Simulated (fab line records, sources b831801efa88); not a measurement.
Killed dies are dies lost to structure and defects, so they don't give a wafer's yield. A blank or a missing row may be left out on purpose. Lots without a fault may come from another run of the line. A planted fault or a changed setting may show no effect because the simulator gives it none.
A struck lot beside a sound one | flow gf180mcu | 14 steps out of a route of 602
Sound: wafers L567.2, L567.5, L567.6. Struck: wafers L572.1, L572.2, L572.6. The cause comes at the end.
At each step with rows: each side's tool, then ch and its chambers, then its first start. Under that, the readings that differ: sound wafers | struck wafers | difference of the means | sigmas: that difference in standard deviations of wafers without a fault.
alike: readings whose means differ by less than 2 such deviations, and words and numbers that are the same on both sides. not compared: withheld readings, readings that some wafer has no value for, bounds like >300 that may hide the same value, and numbers for which the record gives no deviation and whose values overlap.
The two part at a step that has a row with sigmas, a row that says differs or no value, or rows on one side only. Numbers that don't overlap but have no deviation are shown without sigmas and don't part them. A reading that every wafer of one side lacks parts them only if that side has two wafers or more.

GF_NSD_CD_MEAS_07: target cd 400 nm.
  sound on cd_sem-01, day 14 05:11; struck on cd_sem-02, day 16 00:43
  alike: cd_nm
GF_NSD_OVL_MEAS_08:
  sound on overlay-02, day 14 05:18; struck on overlay-01, day 16 00:50
  alike: NSD_OVL
then, 2 steps without rows for these wafers: GF_NSD_IMPLANT_09; GF_NSD_IMPLANT_10.
GF_NSD_STRIP_11: strips in O2/N2.
  sound on plasma_asher-01 ch 0,1, day 14 05:38; struck on plasma_asher-03 ch 0,1, day 16 01:11
  alike: drypump_motor_current_A, heater_power_w, o2_flow_sccm, oes_product_au, strip_time_to_endpoint_s
  not compared: rf_hours_counter_h
GF_NSD_TW_MEAS_12:
  sound on film_metro-03, day 14 05:44; struck on film_metro-04, day 16 01:17
  alike: NSD_TW
then, 6 steps without rows for these wafers: GF_PSD_DEHYDRATE_00 (time 60 s); GF_PSD_HMDS_01 (prime time 60 s); GF_PSD_COAT_02 (resist thk 1000 nm); GF_PSD_SOFTBAKE_03 (time 60 s); GF_PSD_EXPOSE_04 (exposes mask Pplus, target cd 400 nm); GF_PSD_PEB_05.
GF_PSD_DEVELOP_06: develop time 60 s.
  sound on litho_track-01 ch 0, day 15 03:09; struck on litho_track-03, day 16 23:47
  no value came back on the struck wafers for chill_plate_temp_C (C), develop_time_s (s); on the sound wafers chill_plate_temp_C (C) reads 22.99 22.87 22.98
GF_PSD_CD_MEAS_07: target cd 400 nm.
  sound on cd_sem-01, day 15 03:17; struck on cd_sem-02, day 16 23:56
  reading    | sound             | struck | difference                    | sigmas
  cd_nm (nm) | 401.5 401.9 404.0 | - - -  | no value on the struck wafers |

WHERE THEY PART
First at GF_PSD_DEVELOP_06; last, within this record, at GF_PSD_CD_MEAS_07.

WHY: what the simulator had put in
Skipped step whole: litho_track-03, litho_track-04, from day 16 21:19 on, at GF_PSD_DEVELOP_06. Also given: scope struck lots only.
